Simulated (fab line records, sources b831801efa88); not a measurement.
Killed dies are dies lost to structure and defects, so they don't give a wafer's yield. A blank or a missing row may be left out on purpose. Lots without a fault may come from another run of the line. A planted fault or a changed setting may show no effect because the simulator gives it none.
A sampling plan put to the test | flow gf180mcu | one fab line, 16 faults that these records tell of, each judged on the records of the lots that it struck; 1 more is left out, because the records don't allow judging it
The plan is the line's own looks: the steps of the route at which a gauge or an inspection reads the wafer and doesn't change it. A look can be judged if struck wafers have a number there and the file gives its usual mean and standard deviation on fault-free wafers. Caught: at a look after the fault's first step, the mean of the struck wafers lies 4 or more of those standard deviations (sigma) from the usual mean. On the tool: the same test on the tool's own readings at the fault's steps. Another recipe on the struck wafers, or a record that is blank for them alone, also counts as caught.

THE FAULTS, as the simulator had put them in
1. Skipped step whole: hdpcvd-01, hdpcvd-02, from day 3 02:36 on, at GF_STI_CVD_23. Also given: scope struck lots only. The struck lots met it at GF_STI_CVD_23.
2. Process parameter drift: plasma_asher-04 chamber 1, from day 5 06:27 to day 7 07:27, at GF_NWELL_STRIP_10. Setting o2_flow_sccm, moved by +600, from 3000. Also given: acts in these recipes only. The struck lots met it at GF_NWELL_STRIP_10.
3. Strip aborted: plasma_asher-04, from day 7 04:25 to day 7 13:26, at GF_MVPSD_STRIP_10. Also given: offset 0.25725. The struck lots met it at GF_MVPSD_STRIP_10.
4. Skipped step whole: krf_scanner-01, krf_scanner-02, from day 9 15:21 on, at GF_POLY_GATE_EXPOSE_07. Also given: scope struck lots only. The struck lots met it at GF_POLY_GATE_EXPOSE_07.
5. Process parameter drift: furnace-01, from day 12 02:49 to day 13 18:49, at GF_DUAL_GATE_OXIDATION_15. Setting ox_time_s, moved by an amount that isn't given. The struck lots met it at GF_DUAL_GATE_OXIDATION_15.
6. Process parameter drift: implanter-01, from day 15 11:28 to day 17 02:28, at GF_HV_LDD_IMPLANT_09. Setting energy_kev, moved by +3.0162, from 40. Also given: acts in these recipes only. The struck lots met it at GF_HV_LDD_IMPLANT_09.
7. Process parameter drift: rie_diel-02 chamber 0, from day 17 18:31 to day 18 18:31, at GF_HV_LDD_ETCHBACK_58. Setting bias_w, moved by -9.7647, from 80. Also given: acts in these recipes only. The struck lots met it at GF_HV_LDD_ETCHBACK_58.
8. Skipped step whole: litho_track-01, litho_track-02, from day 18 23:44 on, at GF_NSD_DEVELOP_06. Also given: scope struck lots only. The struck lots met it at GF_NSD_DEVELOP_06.
9. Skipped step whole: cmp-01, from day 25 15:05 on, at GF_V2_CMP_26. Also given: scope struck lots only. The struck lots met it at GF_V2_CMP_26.
10. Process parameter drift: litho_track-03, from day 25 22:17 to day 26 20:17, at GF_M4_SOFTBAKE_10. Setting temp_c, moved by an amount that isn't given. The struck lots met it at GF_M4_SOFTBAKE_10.
11. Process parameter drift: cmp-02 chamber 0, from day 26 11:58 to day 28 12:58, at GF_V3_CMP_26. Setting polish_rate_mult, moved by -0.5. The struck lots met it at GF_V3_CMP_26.
12. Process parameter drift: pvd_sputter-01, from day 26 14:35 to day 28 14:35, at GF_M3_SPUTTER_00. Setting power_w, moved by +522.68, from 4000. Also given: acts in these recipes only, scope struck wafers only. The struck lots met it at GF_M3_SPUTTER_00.
13. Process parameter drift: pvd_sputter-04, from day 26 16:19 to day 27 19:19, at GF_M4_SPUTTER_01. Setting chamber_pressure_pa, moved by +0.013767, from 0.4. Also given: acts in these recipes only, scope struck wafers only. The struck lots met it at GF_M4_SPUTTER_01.
14. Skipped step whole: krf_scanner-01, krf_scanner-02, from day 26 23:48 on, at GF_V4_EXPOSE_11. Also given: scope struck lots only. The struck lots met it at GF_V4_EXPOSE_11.
15. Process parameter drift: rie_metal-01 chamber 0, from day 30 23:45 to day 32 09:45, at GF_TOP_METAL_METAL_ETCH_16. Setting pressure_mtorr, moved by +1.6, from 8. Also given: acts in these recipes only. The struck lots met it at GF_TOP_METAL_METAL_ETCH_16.
16. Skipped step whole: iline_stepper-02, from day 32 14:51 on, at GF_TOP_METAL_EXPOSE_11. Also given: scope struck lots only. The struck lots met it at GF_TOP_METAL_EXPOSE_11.

WHAT THE PLAN SAW
fault | on the tool itself                               | first look that catches it                      | reading, sigma                                    | median hours from its first step to that look | hours from the fault's start to the first struck lot there | judged looks passed uncaught
1     | the tool's record is blank for the struck wafers | no look after it can be judged                  | -                                                 | -                                             | -                                                          | 0
2     | o2_flow_sccm +69 sigma                           | not the one look that can be judged after it    | -                                                 | -                                             | -                                                          | 1
3     | oes_product_au +42 sigma                         | none of the 2 looks that can be judged after it | -                                                 | -                                             | -                                                          | 2
4     | no reading that can be judged                    | no look after it can be judged                  | -                                                 | -                                             | -                                                          | 0
5     | under 2 sigma                                    | not the one look that can be judged after it    | -                                                 | -                                             | -                                                          | 1
6     | beam_energy_keV +99 or beyond sigma              | none of the 2 looks that can be judged after it | -                                                 | -                                             | -                                                          | 2
7     | bias_w -42 sigma                                 | not the one look that can be judged after it    | -                                                 | -                                             | -                                                          | 1
8     | the tool's record is blank for the struck wafers | no look after it can be judged                  | -                                                 | -                                             | -                                                          | 0
9     | the tool's record is blank for the struck wafers | no look after it can be judged                  | -                                                 | -                                             | -                                                          | 0
10    | heater_power_total_W -32 sigma                   | GF_M4_CD_MEAS_14                                | cd_nm +6.2                                        | 10.4                                          | 22                                                         | 0
11    | overpolish_run_s -99 or beyond sigma             | no look after it can be judged                  | -                                                 | -                                             | -                                                          | 0
12    | cathode_dc_power_W +99 or beyond sigma           | not the one look that can be judged after it    | strongest: M3_ALCU_THK at GF_M3_THK_MEAS_06, +2.0 | -                                             | -                                                          | 1
13    | chamber_pressure_pa +16 sigma                    | no look after it can be judged                  | -                                                 | -                                             | -                                                          | 0
14    | no reading that can be judged                    | no look after it can be judged                  | -                                                 | -                                             | -                                                          | 0
15    | chamber_pressure_mTorr +99 or beyond sigma       | no look after it can be judged                  | -                                                 | -                                             | -                                                          | 0
16    | no reading that can be judged                    | no look after it can be judged                  | -                                                 | -                                             | -                                                          | 0
A dash: the fault isn't caught, or these records don't give the number.

Caught at a look: 1 of 16. Caught on the tool: 12 of 16. By one or the other: 12 of 16.
Caught on the tool alone: faults 1, 2, 3, 6, 7, 8, 9, 11, 12, 13, 15.
Caught by neither: faults 4, 5, 14, 16.

THINNER SAMPLING
If the look that catches a fault measured only every second or every third lot, by lot number, the first struck lot would be measured this late in the worst case:
fault | struck lots at that look, in order of time | every lot | every second lot | every third lot
10    | L564, L566                                 | 22 h      | may miss all 2   | may miss all 2
Hours are from the fault's start to the first struck lot that is measured. The limit of 4 sigma was tested on all struck wafers together, so one lot alone may lie under it. Other struck lots may not be in these records.

THE LONGEST TIMED WAY FROM STEP TO LOOK
Fault 10: a median of 10.4 hours passes between GF_M4_SOFTBAKE_10 and GF_M4_CD_MEAS_14. No look between them can be judged.
